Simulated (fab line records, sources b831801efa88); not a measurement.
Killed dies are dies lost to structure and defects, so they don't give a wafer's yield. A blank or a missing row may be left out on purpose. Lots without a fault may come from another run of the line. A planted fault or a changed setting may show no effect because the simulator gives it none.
fab line records | flow sky130
record lots=24 wafers=72 last_day=50
route steps=708 shown METAL1@434 METAL2@488 CAP2M@617 METAL4@631
lots that met no fault: from a run of the same line without faults
start_h: hours from the record's first day to the start of the lot's first wafer shown | wait_h: hours since the lot's step before | " the same as in the row above | L1.1+2: a row that stands for several wafers | - no value, or no start given | * or withheld: withheld | < > ~ a bound
route shown NAME@n: a module of which the file shows steps, and the number in the route of the first | usual: mean/standard deviation of fault-free wafers | same: alike in all rows | chamber/n: place in a boat | sites: the reading at each site | _std_site: their standard deviation | _edge_site: outer sites' mean less inner sites' | radius_mm: how far each site lies from the wafer's centre | mask NAME#n: copy n | behind: the tool/chamber that last shaped the wafer | hold: why the lot was held/for how many hours/how that ended | device: the transistor (n, p or np) that didn't switch | end of line: the same wafers' tests at the end of the route | a step without rows: its recipe alone | killed: dies lost to structure and defects at the first sort, not the wafer's yield | map: a wafer's dies, x killed, . not, _ none there
set.NAME: the setting as run; set.NAME@STEP: as run at that earlier step | model.NAME: the simulator's own value behind a step, which no gauge read
steps of the route over a sample of lots; a table a step, a row a wafer
services: from which hour (start_h, from the record's first day; less than 0 if before it) a tool's chamber was out of use, for how many hours, and why
## steps
# step SKY_METAL1_SPUTTER_00
# recipe material=Ti target_thk_nm=15 power_w=3000 time_s=10 chamber_pressure_pa=0.4
# usual cathode_dc_power_W=3000.0/0.54 throttle_valve_pct=29.9/0.84
# same time_s=10
# columns lot.wafer tool chamber start_h wait_h cathode_dc_power_W throttle_valve_pct
L074.1 pvd_sputter-02 - 724.90 0.1 3000.6 30.5
L074.3 " - " " 3000.2 30.4
L074.5 " - " " 3000.3 30.4
L075.3 pvd_sputter-03 - 755.37 0.2 3000.0 28.9
L075.4 " - " " 3000.0 28.0
L075.5 " - " " 3000.3 29.1
L076.2 pvd_sputter-03 - 770.47 0.2 2998.7 28.5
L076.5 " - " " 3000.9 28.9
L076.6 " - " " 3000.1 28.2
L077.1 pvd_sputter-04 - 778.98 0.2 3000.0 30.0
L077.3 " - " " 2999.6 29.7
L077.5 " - " " 3001.5 30.6
L078.3 pvd_sputter-04 - 795.91 0.1 2999.4 30.0
L078.4 " - " " 3000.6 29.3
L078.6 " - " " 2999.4 30.2
L079.1 pvd_sputter-04 - 799.20 0.1 3000.2 29.4
L079.3 " - " " 3000.3 30.1
L079.5 " - " " 3000.1 30.5
L081.1 pvd_sputter-02 - 800.46 0.2 3000.1 30.2
L081.4 " - " " 3000.8 30.0
L081.6 " - " " 3000.4 31.6
L080.1 pvd_sputter-04 - 801.97 0.1 2999.7 29.9
L080.2 " - " " 2999.1 29.5
L080.6 " - " " 3000.3 30.4
L083.1 pvd_sputter-03 - 802.37 0.1 2999.9 29.1
L083.2 " - " " 3000.1 29.3
L083.6 " - " " 3000.2 29.2
L082.2 pvd_sputter-02 - 805.06 0.1 2999.6 30.1
L082.3 " - " " 3000.7 31.5
L082.5 " - " " 3000.0 29.8
L084.1 pvd_sputter-04 - 818.45 0.1 2999.4 29.9
L084.2 " - " " 2999.9 31.0
L084.3 " - " " 3000.4 30.1
L085.1 pvd_sputter-03 - 821.63 0.2 2999.7 28.2
L085.2 " - " " 2999.6 29.2
L085.6 " - " " 3000.5 30.2
L086.2 pvd_sputter-02 - 829.86 0.2 3000.2 31.5
L086.3 " - " " 2998.8 30.4
L086.6 " - " " 3000.9 30.8
L087.1 pvd_sputter-02 - 841.31 0.1 3000.3 30.2
L087.5 " - " " 3000.6 31.6
L087.6 " - " " 2999.9 30.5
L088.2 pvd_sputter-02 - 850.01 0.2 3000.6 30.9
L088.3 " - " " 3000.0 31.4
L088.5 " - " " 3000.0 31.6
L089.1 pvd_sputter-03 - 851.29 0.3 2999.8 28.2
L089.3 " - " " 3000.2 29.2
L089.6 " - " " 2999.3 30.0
L090.4 pvd_sputter-03 - 855.32 0.2 3000.1 28.5
L090.5 " - " " 2999.6 28.8
L090.6 " - " " 3000.3 28.6
L091.2 pvd_sputter-02 - 866.75 0.1 3000.0 30.2
L091.4 " - " " 2999.4 31.6
L091.5 " - " " 2999.2 30.2
L092.3 pvd_sputter-04 - 887.16 0.2 3001.3 29.9
L092.4 " - " " 2998.4 30.6
L092.6 " - " " 2999.5 30.0
L093.2 pvd_sputter-02 - 894.57 0.1 3000.4 31.6
L093.4 " - " " 3000.1 30.3
L093.5 " - " " 2999.2 30.4
L095.1 pvd_sputter-03 - 898.63 0.1 2999.7 29.4
L095.4 " - " " 3000.4 29.3
L095.6 " - " " 3000.7 29.5
L094.1 pvd_sputter-03 - 900.68 0.2 2999.6 29.3
L094.4 " - " " 2999.5 28.8
L094.6 " - " " 2999.3 29.0
L096.3 pvd_sputter-03 - 903.01 0.1 2999.2 30.1
L096.4 " - " " 3000.5 28.9
L096.5 " - " " 2999.9 29.9
L097.2 pvd_sputter-02 - 916.08 0.1 3000.1 30.1
L097.3 " - " " 2999.0 30.5
L097.5 " - " " 2999.9 29.7
# step SKY_METAL1_DESCUM_17
# recipe chemistry=O2 source_power_w=150 bias_power_w=0 pressure_mtorr=10 temp_c=40 time_s=8
# usual chamber_pressure_mTorr=10.001/0.0085 drypump_motor_current_A=5.8/0.47 oes_product_au=1.000/0.0071
# same bias_power_w=0 time_s=8
# columns lot.wafer tool chamber start_h wait_h chamber_pressure_mTorr drypump_motor_current_A oes_product_au rf_hours_counter_h
L074.1 rie_metal-03 1 752.73 0.0 9.997 5.5 1.011 7
L074.3 " 1 " " 9.995 5.5 1.003 -
L074.5 " 0 " " 9.996 5.2 1.009 -
L075.3 rie_metal-03 1 782.41 0.0 10.007 5.5 0.993 -
L075.4 " 0 " " 9.999 5.2 1.004 -
L075.5 " 1 " " 10.008 5.5 0.989 -
L076.2 rie_metal-04 0 797.78 0.0 10.016 5.6 0.988 10
L076.5 " 1 " " 9.996 5.5 0.994 -
L076.6 " 0 " " 9.989 5.6 0.993 -
L077.1 rie_metal-01 0 805.95 0.0 9.995 6.3 1.008 6
L077.3 " 0 " " 10.001 6.3 1.001 -
L077.5 " 0 " " 9.994 6.3 1.015 -
L078.3 rie_metal-04 1 822.56 0.0 9.989 5.6 0.994 -
L078.4 " 0 " " 10.007 5.6 0.999 -
L078.6 " 0 " " 9.998 5.6 0.985 -
L079.1 rie_metal-01 1 825.40 0.0 9.992 6.5 1.009 1
L079.3 " 1 " " 10.007 6.5 0.994 -
L079.5 " 1 " " 9.996 6.5 1.008 -
L081.1 rie_metal-01 1 826.80 0.0 9.990 6.5 0.999 1
L081.4 " 0 " " 10.002 6.3 0.999 -
L081.6 " 0 " " 10.011 6.3 1.000 -
L080.1 rie_metal-03 1 828.13 0.0 10.000 5.4 0.992 9
L080.2 " 0 " " 10.017 5.2 0.989 12
L080.6 " 1 " " 9.988 5.5 0.984 -
L083.1 rie_metal-04 0 828.35 0.0 10.003 5.6 0.991 12
L083.2 " 1 " " 9.992 5.5 1.008 13
L083.6 " 0 " " 10.009 5.6 1.001 -
L082.2 rie_metal-01 1 831.58 0.0 9.994 6.5 0.996 1
L082.3 " 1 " " 10.003 6.5 1.010 -
L082.5 " 0 " " 9.998 6.3 1.013 -
L084.1 rie_metal-03 0 845.00 0.0 10.013 5.2 1.006 13
L084.2 " 1 " " 9.987 5.5 0.993 10
L084.3 " 0 " " 9.990 5.2 1.001 -
L085.1 rie_metal-01 1 848.35 0.0 10.011 6.5 1.009 2
L085.2 " 0 " " 10.006 6.3 1.003 7
L085.6 " 1 " " 10.014 6.5 1.000 -
L086.2 rie_metal-01 1 855.93 0.0 9.994 6.5 1.001 2
L086.3 " 1 " " 10.001 6.5 1.007 -
L086.6 " 1 " " 9.986 6.5 0.992 -
L087.1 rie_metal-04 0 867.88 0.0 10.000 5.6 0.999 13
L087.5 " 0 " " 10.000 5.6 0.996 -
L087.6 " 0 " " 9.997 5.7 0.995 -
L088.2 rie_metal-04 0 875.86 0.0 10.004 5.6 1.013 -
L088.3 " 0 " " 10.008 5.6 1.009 -
L088.5 " 0 " " 10.003 5.6 1.004 -
L089.1 rie_metal-03 1 877.43 0.0 9.994 5.5 0.990 11
L089.3 " 0 " " 9.993 5.2 1.000 -
L089.6 " 0 " " 9.991 5.2 0.996 -
L090.4 rie_metal-04 0 881.88 0.0 10.006 5.6 1.002 -
L090.5 " 0 " " 10.005 5.6 0.995 -
L090.6 " 0 " " 10.009 5.6 1.005 -
L091.2 rie_metal-03 0 892.30 0.0 9.996 5.2 0.994 15
L091.4 " 0 " " 9.995 5.2 1.004 -
L091.5 " 1 " " 10.007 5.5 1.008 -
L092.3 rie_metal-01 0 913.04 0.0 10.014 6.3 0.995 -
L092.4 " 1 " " 9.990 6.5 0.998 -
L092.6 " 0 " " 10.011 6.3 0.992 -
L093.2 rie_metal-03 0 919.75 0.0 9.993 5.2 0.993 15
L093.4 " 0 " " 10.007 5.2 1.014 -
L093.5 " 1 " " 10.003 5.5 1.004 -
L095.1 rie_metal-03 0 923.28 0.0 10.001 5.2 1.003 15
L095.4 " 0 " " 9.997 5.2 0.993 -
L095.6 " 0 " " 10.011 5.2 0.999 -
L094.1 rie_metal-01 1 927.93 0.0 9.992 6.5 1.011 5
L094.4 " 0 " " 9.988 6.3 0.992 -
L094.6 " 1 " " 9.996 6.5 0.987 -
L096.3 rie_metal-04 1 928.54 0.0 9.997 5.5 1.005 -
L096.4 " 0 " " 10.023 5.6 1.000 -
L096.5 " 0 " " 9.985 5.6 1.010 -
L097.2 rie_metal-01 1 939.53 0.0 10.015 6.5 1.011 6
L097.3 " 1 " " 9.989 6.5 1.000 -
L097.5 " 1 " " 10.008 6.5 0.990 -
# step SKY_METAL2_RS_MEAS_05
# recipe thk_meas_gauge=four-point-probe reads=TiN_of_METAL2_SPUTTER_04+Ti_of_METAL2_SPUTTER_03+AlCu_of_METAL2_SPUTTER_02+TiN_of_METAL2_SPUTTER_01+Ti_of_METAL2_SPUTTER_00
# usual METAL2_ALCU_RS=0.1301/0.0013
# columns lot.wafer tool chamber start_h wait_h METAL2_ALCU_RS[ohm/sq]
L074.1 film_metro-02 - 782.94 0.0 0.1300
L074.3 " - " " 0.1298
L074.5 " - " " 0.1297
L075.3 film_metro-02 - 812.23 0.1 0.1308
L075.4 " - " " 0.1314
L075.5 " - " " 0.1324
L076.2 film_metro-02 - 827.11 0.0 0.1293
L076.5 " - " " 0.1286
L076.6 " - " " 0.1283
L077.1 film_metro-04 - 836.54 0.1 0.1315
L077.3 " - " " 0.1296
L077.5 " - " " 0.1313
L078.3 film_metro-04 - 852.06 0.1 0.1299
L078.4 " - " " 0.1287
L078.6 " - " " 0.1300
L079.1 film_metro-04 - 854.14 0.0 0.1287
L079.3 " - " " 0.1291
L079.5 " - " " 0.1292
L081.1 film_metro-02 - 855.55 0.0 0.1303
L081.4 " - " " 0.1313
L081.6 " - " " 0.1309
L080.1 film_metro-02 - 857.13 0.0 0.1291
L080.2 " - " " 0.1294
L080.6 " - " " 0.1289
L083.1 film_metro-04 - 857.74 0.0 0.1319
L083.2 " - " " 0.1310
L083.6 " - " " 0.1326
L082.2 film_metro-01 - 861.53 0.0 0.1307
L082.3 " - " " 0.1317
L082.5 " - " " 0.1323
L084.1 film_metro-02 - 875.50 0.0 0.1287
L084.2 " - " " 0.1301
L084.3 " - " " 0.1301
L085.1 film_metro-01 - 877.73 0.0 0.1313
L085.2 " - " " 0.1301
L085.6 " - " " 0.1316
L086.2 film_metro-02 - 884.18 0.0 0.1317
L086.3 " - " " 0.1322
L086.6 " - " " 0.1313
L087.1 film_metro-02 - 896.26 0.0 0.1310
L087.5 " - " " 0.1302
L087.6 " - " " 0.1295
L088.2 film_metro-02 - 903.91 0.0 0.1295
L088.3 " - " " 0.1303
L088.5 " - " " 0.1299
L089.1 film_metro-02 - 905.41 0.0 0.1309
L089.3 " - " " 0.1307
L089.6 " - " " 0.1309
L090.4 film_metro-04 - 909.89 0.1 0.1292
L090.5 " - " " 0.1274
L090.6 " - " " 0.1277
L091.2 film_metro-04 - 920.50 0.0 0.1285
L091.4 " - " " 0.1267
L091.5 " - " " 0.1277
L092.3 film_metro-02 - 940.03 0.1 0.1318
L092.4 " - " " 0.1316
L092.6 " - " " 0.1312
L093.2 film_metro-02 - 946.62 0.0 0.1300
L093.4 " - " " 0.1307
L093.5 " - " " 0.1320
L095.1 film_metro-04 - 951.05 0.0 0.1293
L095.4 " - " " 0.1289
L095.6 " - " " 0.1290
L094.1 film_metro-04 - 955.49 0.0 0.1293
L094.4 " - " " 0.1293
L094.6 " - " " 0.1299
L096.3 film_metro-02 - 956.50 0.1 0.1303
L096.4 " - " " 0.1297
L096.5 " - " " 0.1303
L097.2 film_metro-01 - 967.24 0.0 0.1284
L097.3 " - " " 0.1308
L097.5 " - " " 0.1307
# step SKY_METAL2_STRIP_20
# recipe chemistry=O2/N2 power_w=1400 pressure_mtorr=1500 platen_temp_c=withheld o2_flow_sccm=3000 n2_flow_sccm=300 overash_fraction=0.5
# usual chamber_pressure_mTorr=1500.1/1.4 drypump_motor_current_A=5.6/0.52 oes_product_au=0.342/0.0047 strip_time_to_endpoint_s=2.68/0.034
# columns lot.wafer tool chamber start_h wait_h chamber_pressure_mTorr drypump_motor_current_A oes_product_au rf_hours_counter_h strip_time_to_endpoint_s
L074.1 plasma_asher-04 1 809.84 0.1 1501.7 4.8 0.343 65 2.69
L074.3 " 0 " " 1500.4 6.3 0.338 - 2.67
L074.5 " 1 " " 1499.2 4.8 0.342 - 2.68
L075.3 plasma_asher-01 0 839.36 0.1 1502.1 5.6 0.345 - 2.71
L075.4 " 1 " " 1500.9 5.9 0.339 - 2.70
L075.5 " 0 " " 1499.3 5.6 0.333 - 2.72
L076.2 plasma_asher-04 0 853.13 0.1 1501.5 6.3 0.345 68 2.73
L076.5 " 0 " " 1501.2 6.3 0.340 - 2.68
L076.6 " 1 " " 1499.4 4.8 0.339 - 2.67
L077.1 plasma_asher-04 1 863.14 0.1 1499.2 4.8 0.340 69 2.68
L077.3 " 0 " " 1501.9 6.4 0.345 - 2.67
L077.5 " 1 " " 1499.5 4.8 0.338 - 2.68
L078.3 plasma_asher-02 0 878.30 0.1 1497.9 5.2 0.342 - 2.68
L078.4 " 1 " " 1501.9 5.9 0.337 - 2.66
L078.6 " 1 " " 1499.3 5.9 0.350 - 2.70
L079.1 plasma_asher-04 0 879.38 0.1 1500.0 6.3 0.337 71 2.71
L079.3 " 1 " " 1499.9 4.8 0.336 - 2.65
L079.5 " 1 " " 1502.5 4.8 0.343 - 2.68
L081.1 plasma_asher-02 1 881.68 0.1 1499.9 5.9 0.337 14 2.69
L081.4 " 1 " " 1499.2 5.9 0.350 - 2.69
L081.6 " 0 " " 1498.6 5.1 0.339 - 2.72
L080.1 plasma_asher-01 1 882.54 0.1 1500.0 5.9 0.348 46 2.72
L080.2 " 0 " " 1499.3 5.6 0.351 46 2.70
L080.6 " 1 " " 1499.6 5.9 0.340 - 2.70
L083.1 plasma_asher-01 1 883.98 0.1 1500.7 5.9 0.338 46 2.62
L083.2 " 0 " " 1499.9 5.6 0.340 46 2.70
L083.6 " 0 " " 1498.7 5.6 0.333 - 2.63
L082.2 plasma_asher-04 0 886.34 0.1 1495.5 6.3 0.351 72 2.70
L082.3 " 1 " " 1500.3 4.8 0.343 - 2.73
L082.5 " 0 " " 1499.5 6.3 0.346 - 2.71
L084.1 plasma_asher-02 0 901.29 0.1 1500.0 5.1 0.344 16 2.63
L084.2 " 1 " " 1501.6 5.9 0.347 16 2.68
L084.3 " 0 " " 1498.3 5.1 0.344 - 2.63
L085.1 plasma_asher-01 0 903.37 0.1 1499.4 5.6 0.338 48 2.72
L085.2 " 1 " " 1502.2 5.9 0.343 48 2.77
L085.6 " 1 " " 1500.2 5.9 0.342 - 2.73
L086.2 plasma_asher-02 0 909.88 0.1 1498.3 5.1 0.340 17 2.69
L086.3 " 0 " " 1501.6 5.2 0.340 - 2.67
L086.6 " 1 " " 1499.5 5.8 0.339 - 2.71
L087.1 plasma_asher-02 0 921.23 0.1 1499.7 5.1 0.343 18 2.69
L087.5 " 1 " " 1497.9 5.9 0.346 - 2.69
L087.6 " 0 " " 1502.1 5.2 0.341 - 2.68
L088.2 plasma_asher-01 1 929.41 0.1 1503.3 5.9 0.334 51 2.65
L088.3 " 1 " " 1499.1 5.9 0.344 - 2.60
L088.5 " 1 " " 1498.6 5.8 0.341 - 2.62
L089.1 plasma_asher-04 0 930.93 0.1 1498.4 6.3 0.345 76 2.70
L089.3 " 1 " " 1499.2 4.8 0.341 - 2.64
L089.6 " 0 " " 1503.2 6.3 0.344 - 2.69
L090.4 plasma_asher-04 0 934.77 0.1 1500.2 6.3 0.343 - 2.71
L090.5 " 0 " " 1500.3 6.3 0.344 - 2.72
L090.6 " 1 " " 1498.6 4.8 0.344 - 2.69
L091.2 plasma_asher-04 1 945.37 0.1 1503.1 4.8 0.339 77 2.63
L091.4 " 1 " " 1501.6 4.8 0.341 - 2.62
L091.5 " 1 " " 1501.9 4.8 0.333 - 2.66
L092.3 plasma_asher-02 1 965.51 0.1 1500.6 5.9 0.341 - 2.71
L092.4 " 0 " " 1499.4 5.2 0.345 - 2.75
L092.6 " 1 " " 1498.6 5.9 0.338 - 2.71
L093.2 plasma_asher-02 1 971.14 0.1 1498.4 5.8 0.338 23 2.62
L093.4 " 0 " " 1500.4 5.1 0.339 - 2.65
L093.5 " 1 " " 1499.2 5.8 0.338 - 2.68
L095.1 plasma_asher-04 1 975.79 0.1 1502.2 4.8 0.342 80 2.68
L095.4 " 1 " " 1500.6 4.8 0.341 - 2.72
L095.6 " 0 " " 1499.6 6.3 0.343 - 2.71
L094.1 plasma_asher-02 0 979.33 0.1 1497.6 5.2 0.345 24 2.68
L094.4 " 0 " " 1499.8 5.1 0.337 - 2.64
L094.6 " 1 " " 1500.7 5.9 0.336 - 2.70
L096.3 plasma_asher-01 0 980.82 0.1 1502.3 5.6 0.341 - 2.69
L096.4 " 1 " " 1500.6 5.9 0.346 - 2.65
L096.5 " 0 " " 1500.3 5.6 0.339 - 2.66
L097.2 plasma_asher-01 0 990.93 0.1 1497.2 5.6 0.336 57 2.66
L097.3 " 0 " " 1497.7 5.6 0.344 - 2.66
L097.5 " 1 " " 1499.6 5.8 0.343 - 2.66
# step SKY_CAP2M_STRIP_14
# recipe chemistry=O2/N2 power_w=1400 pressure_mtorr=1500 platen_temp_c=withheld o2_flow_sccm=3000 n2_flow_sccm=300 overash_fraction=0.5
# usual chamber_pressure_mTorr=1500.0/1.3 drypump_motor_current_A=5.8/0.44 oes_product_au=0.710/0.0048 strip_time_to_endpoint_s=12.63/0.046
# columns lot.wafer tool chamber start_h wait_h chamber_pressure_mTorr drypump_motor_current_A oes_product_au rf_hours_counter_h strip_time_to_endpoint_s
L074.1 plasma_asher-01 0 943.55 0.1 1501.6 5.6 0.714 52 12.66
L074.3 " 1 " " 1500.8 5.9 0.714 - 12.67
L074.5 " 1 " " 1500.0 5.9 0.707 - 12.60
L075.3 plasma_asher-03 0 969.93 0.1 1501.5 6.2 0.709 - 12.66
L075.4 " 1 " " 1499.0 5.8 0.717 - 12.62
L075.5 " 1 " " 1499.6 5.8 0.710 - 12.64
L076.2 plasma_asher-01 0 983.55 0.1 1500.0 5.6 0.715 56 12.56
L076.5 " 0 " " 1497.7 5.6 0.717 - 12.53
L076.6 " 1 " " 1499.4 5.8 0.712 - 12.54
L077.1 plasma_asher-04 0 991.00 0.1 1499.8 6.4 0.718 82 12.68
L077.3 " 0 " " 1499.1 6.3 0.717 - 12.69
L077.5 " 1 " " 1498.9 4.8 0.710 - 12.69
L078.3 plasma_asher-01 1 1007.08 0.1 1501.3 5.9 0.708 - 12.58
L078.4 " 0 " " 1500.9 5.6 0.714 - 12.61
L078.6 " 0 " " 1500.6 5.6 0.711 - 12.60
L079.1 plasma_asher-03 1 1007.72 0.1 1500.4 5.8 0.700 121 12.69
L079.3 " 1 " " 1500.0 5.8 0.716 - 12.67
L079.5 " 0 " " 1500.5 6.2 0.710 - 12.67
L081.1 plasma_asher-04 1 1009.00 0.1 1498.1 4.8 0.714 83 12.72
L081.4 " 0 " " 1499.1 6.3 0.710 - 12.68
L081.6 " 0 " " 1500.0 6.4 0.718 - 12.65
L080.1 plasma_asher-03 0 1010.54 0.1 1499.9 6.2 0.713 121 12.64
L080.2 " 1 " " 1498.9 5.8 0.719 121 12.67
L080.6 " 0 " " 1501.1 6.2 0.722 - 12.65
L083.1 plasma_asher-01 1 1013.00 0.1 1499.7 5.8 0.703 59 12.58
L083.2 " 0 " " 1498.9 5.6 0.704 59 12.59
L083.6 " 0 " " 1501.7 5.6 0.708 - 12.57
L082.2 plasma_asher-03 1 1014.88 0.1 1498.9 5.8 0.710 122 12.60
L082.3 " 1 " " 1498.4 5.8 0.708 - 12.62
L082.5 " 0 " " 1502.5 6.2 0.713 - 12.60
L084.1 plasma_asher-01 0 1028.43 0.1 1496.8 5.6 0.709 61 12.60
L084.2 " 1 " " 1500.1 5.9 0.712 61 12.60
L084.3 " 0 " " 1500.1 5.6 0.711 - 12.62
L085.1 plasma_asher-03 1 1031.58 0.1 1495.7 5.8 0.707 123 12.66
L085.2 " 0 " " 1500.7 6.2 0.712 123 12.68
L085.6 " 0 " " 1501.1 6.2 0.703 - 12.66
L086.2 plasma_asher-01 0 1035.13 0.1 1500.4 5.6 0.711 61 12.67
L086.3 " 1 " " 1500.3 5.9 0.715 - 12.60
L086.6 " 1 " " 1500.1 5.9 0.708 - 12.66
L087.1 plasma_asher-03 0 1045.32 0.1 1498.6 6.2 0.706 124 12.65
L087.5 " 0 " " 1500.0 6.2 0.705 - 12.64
L087.6 " 1 " " 1499.9 5.8 0.707 - 12.64
L088.2 plasma_asher-04 0 1052.30 0.1 1501.4 6.3 0.704 87 12.57
L088.3 " 0 " " 1502.8 6.3 0.703 - 12.62
L088.5 " 1 " " 1501.0 4.8 0.711 - 12.61
L089.1 plasma_asher-03 0 1053.65 0.1 1501.1 6.2 0.707 125 12.71
L089.3 " 1 " " 1500.4 5.8 0.704 - 12.72
L089.6 " 1 " " 1501.8 5.8 0.709 - 12.69
L090.4 plasma_asher-04 0 1057.77 0.1 1500.5 6.3 0.715 - 12.53
L090.5 " 0 " " 1500.1 6.3 0.712 - 12.61
L090.6 " 1 " " 1499.7 4.8 0.713 - 12.59
L091.2 plasma_asher-03 1 1065.60 0.1 1500.8 5.8 0.704 0 12.55
L091.4 " 1 " " 1499.8 5.8 0.702 - 12.61
L091.5 " 0 " " 1501.7 6.2 0.712 - 12.63
L092.3 plasma_asher-04 0 1082.98 0.1 1502.2 6.3 0.714 - 12.67
L092.4 " 1 " " 1499.1 4.8 0.711 - 12.66
L092.6 " 0 " " 1498.5 6.3 0.703 - 12.68
L093.2 plasma_asher-03 0 1087.49 0.1 1500.1 6.3 0.704 2 12.62
L093.4 " 1 " " 1497.5 5.8 0.710 - 12.66
L093.5 " 1 " " 1497.7 5.8 0.709 - 12.60
L095.1 plasma_asher-01 0 1091.65 0.1 1500.1 5.6 0.708 67 12.67
L095.4 " 0 " " 1499.6 5.6 0.697 - 12.65
L095.6 " 1 " " 1501.5 5.9 0.706 - 12.62
L094.1 plasma_asher-01 1 1095.44 0.1 1497.6 5.8 0.714 67 12.74
L094.4 " 0 " " 1500.3 5.6 0.712 - 12.73
L094.6 " 1 " " 1501.0 5.8 0.713 - 12.72
L096.3 plasma_asher-03 1 1097.29 0.1 1500.3 5.8 0.715 - 12.65
L096.4 " 0 " " 1500.9 6.2 0.714 - 12.60
L096.5 " 1 " " 1499.1 5.8 0.706 - 12.66
L097.2 plasma_asher-04 0 1105.75 0.1 1499.1 6.3 0.708 92 12.57
L097.3 " 1 " " 1501.7 4.8 0.705 - 12.59
L097.5 " 0 " " 1499.8 6.3 0.710 - 12.64
# step SKY_METAL4_DESCUM_15
# recipe chemistry=O2 source_power_w=150 bias_power_w=0 pressure_mtorr=10 temp_c=40 time_s=8
# usual chamber_pressure_mTorr=10.000/0.01 drypump_motor_current_A=5.7/0.4 oes_product_au=1.002/0.0088
# same bias_power_w=0 time_s=8
# columns lot.wafer tool chamber start_h wait_h chamber_pressure_mTorr drypump_motor_current_A oes_product_au rf_hours_counter_h
L074.1 rie_metal-02 0 968.30 0.0 10.019 5.4 1.005 17
L074.3 " 0 " " 10.000 5.4 1.011 -
L074.5 " 1 " " 10.001 5.7 0.998 -
L075.3 rie_metal-03 1 993.61 0.0 9.993 5.5 1.000 -
L075.4 " 0 " " 10.013 5.2 0.998 -
L075.5 " 0 " " 10.010 5.2 1.003 -
L076.2 rie_metal-01 0 1007.44 0.0 10.015 6.3 0.995 14
L076.5 " 0 " " 9.999 6.3 0.998 -
L076.6 " 1 " " 9.999 6.5 0.992 -
L077.1 rie_metal-02 0 1014.12 0.0 10.008 5.4 1.017 20
L077.3 " 1 " " 10.002 5.8 1.003 -
L077.5 " 1 " " 10.002 5.8 1.002 -
L078.3 rie_metal-03 1 1030.36 0.0 10.007 5.5 0.997 -
L078.4 " 0 " " 9.991 5.2 1.008 -
L078.6 " 1 " " 10.007 5.5 0.992 -
L079.1 rie_metal-01 1 1031.10 0.0 10.023 6.5 0.999 10
L079.3 " 1 " " 10.018 6.5 0.998 -
L079.5 " 0 " " 10.012 6.3 0.995 -
L081.1 rie_metal-02 1 1031.80 0.0 10.021 5.7 0.996 13
L081.4 " 0 " " 9.989 5.4 0.997 -
L081.6 " 0 " " 9.990 5.4 1.008 -
L080.1 rie_metal-02 0 1032.90 0.0 9.994 5.4 1.014 21
L080.2 " 1 " " 10.000 5.7 1.008 13
L080.6 " 1 " " 9.991 5.7 1.005 -
L083.1 rie_metal-01 0 1035.95 0.0 10.003 6.3 1.003 16
L083.2 " 1 " " 9.971 6.5 0.996 10
L083.6 " 1 " " 9.997 6.5 0.997 -
L082.2 rie_metal-03 1 1038.10 0.0 9.991 5.5 0.996 -
L082.3 " 1 " " 9.993 5.5 0.996 -
L082.5 " 1 " " 9.997 5.5 0.994 -
L084.1 rie_metal-03 1 1050.79 0.0 10.006 5.5 0.995 22
L084.2 " 1 " " 10.016 5.5 0.990 -
L084.3 " 1 " " 9.992 5.5 0.999 -
L085.1 rie_metal-02 1 1053.61 0.0 10.012 5.7 0.999 15
L085.2 " 0 " " 10.000 5.4 1.007 22
L085.6 " 0 " " 9.991 5.4 1.008 -
L086.2 rie_metal-02 1 1057.65 0.0 10.012 5.7 1.003 15
L086.3 " 1 " " 9.986 5.7 0.999 -
L086.6 " 0 " " 10.005 5.4 1.006 -
L087.1 rie_metal-03 1 1067.55 0.0 10.021 5.5 0.995 24
L087.5 " 1 " " 9.981 5.5 1.006 -
L087.6 " 1 " " 9.992 5.4 0.981 -
L088.2 rie_metal-01 1 1074.30 0.0 10.002 6.5 1.001 13
L088.3 " 0 " " 10.002 6.3 0.999 -
L088.5 " 0 " " 9.988 6.3 0.988 -
L089.1 rie_metal-02 1 1075.95 0.0 10.016 5.7 0.990 16
L089.3 " 0 " " 9.994 5.4 1.015 -
L089.6 " 1 " " 10.000 5.7 1.008 -
L090.4 rie_metal-03 1 1078.67 0.0 10.016 5.4 0.991 -
L090.5 " 1 " " 9.991 5.5 0.991 -
L090.6 " 0 " " 9.995 5.2 1.012 -
L091.2 rie_metal-02 1 1086.29 0.0 9.997 5.7 1.013 17
L091.4 " 0 " " 9.995 5.4 1.022 -
L091.5 " 0 " " 9.993 5.4 1.022 -
L092.3 rie_metal-02 0 1104.32 0.0 9.997 5.4 1.004 -
L092.4 " 1 " " 10.000 5.7 1.002 -
L092.6 " 1 " " 9.997 5.8 1.001 -
L093.2 rie_metal-02 1 1109.05 0.0 9.997 5.7 0.999 19
L093.4 " 1 " " 9.982 5.7 1.000 -
L093.5 " 0 " " 9.992 5.4 1.015 -
L095.1 rie_metal-03 0 1113.20 0.0 10.007 5.2 1.001 3
L095.4 " 0 " " 10.008 5.2 1.006 -
L095.6 " 1 " " 9.983 5.5 0.992 -
L094.1 rie_metal-03 0 1116.00 0.0 9.997 5.2 1.012 3
L094.4 " 0 " " 9.995 5.2 1.012 -
L094.6 " 0 " " 10.014 5.2 1.013 -
L096.3 rie_metal-02 0 1117.67 0.0 9.988 5.4 1.012 -
L096.4 " 1 " " 9.991 5.8 1.013 -
L096.5 " 0 " " 9.986 5.4 1.019 -
L097.2 rie_metal-01 1 1127.10 0.0 9.998 6.5 0.993 17
L097.3 " 1 " " 9.999 6.5 1.003 -
L097.5 " 0 " " 10.004 6.3 0.991 -
## services
# columns tool chamber start_h hours kind
rie_metal-03 0 707.60 1.2 repair
rie_metal-01 0 725.22 4.6 repair
plasma_asher-04 - 790.65 12.4 repair
rie_metal-03 - 802.37 10.0 pm
plasma_asher-04 - 813.94 10.0 pm
plasma_asher-01 - 823.24 0.4 repair
rie_metal-01 0 823.68 3.1 repair
plasma_asher-04 - 854.07 2.8 pm
plasma_asher-01 - 859.17 1.4 repair
rie_metal-01 1 875.61 3.7 repair
plasma_asher-04 - 888.12 1.5 repair
rie_metal-03 0 892.96 24.6 repair
rie_metal-03 - 910.28 0.4 repair
rie_metal-03 - 931.29 1.4 pm
plasma_asher-01 - 944.19 2.3 repair
plasma_asher-01 - 956.77 0.6 repair
rie_metal-01 - 966.51 2.8 pm
plasma_asher-04 - 994.84 1.9 repair
rie_metal-03 - 1001.81 2.8 pm
plasma_asher-04 - 1019.45 0.5 repair
plasma_asher-04 - 1041.24 7.8 repair
rie_metal-03 0 1055.96 21.5 repair
rie_metal-03 - 1057.80 0.3 repair
plasma_asher-01 - 1103.52 0.8 repair
## key
fault none
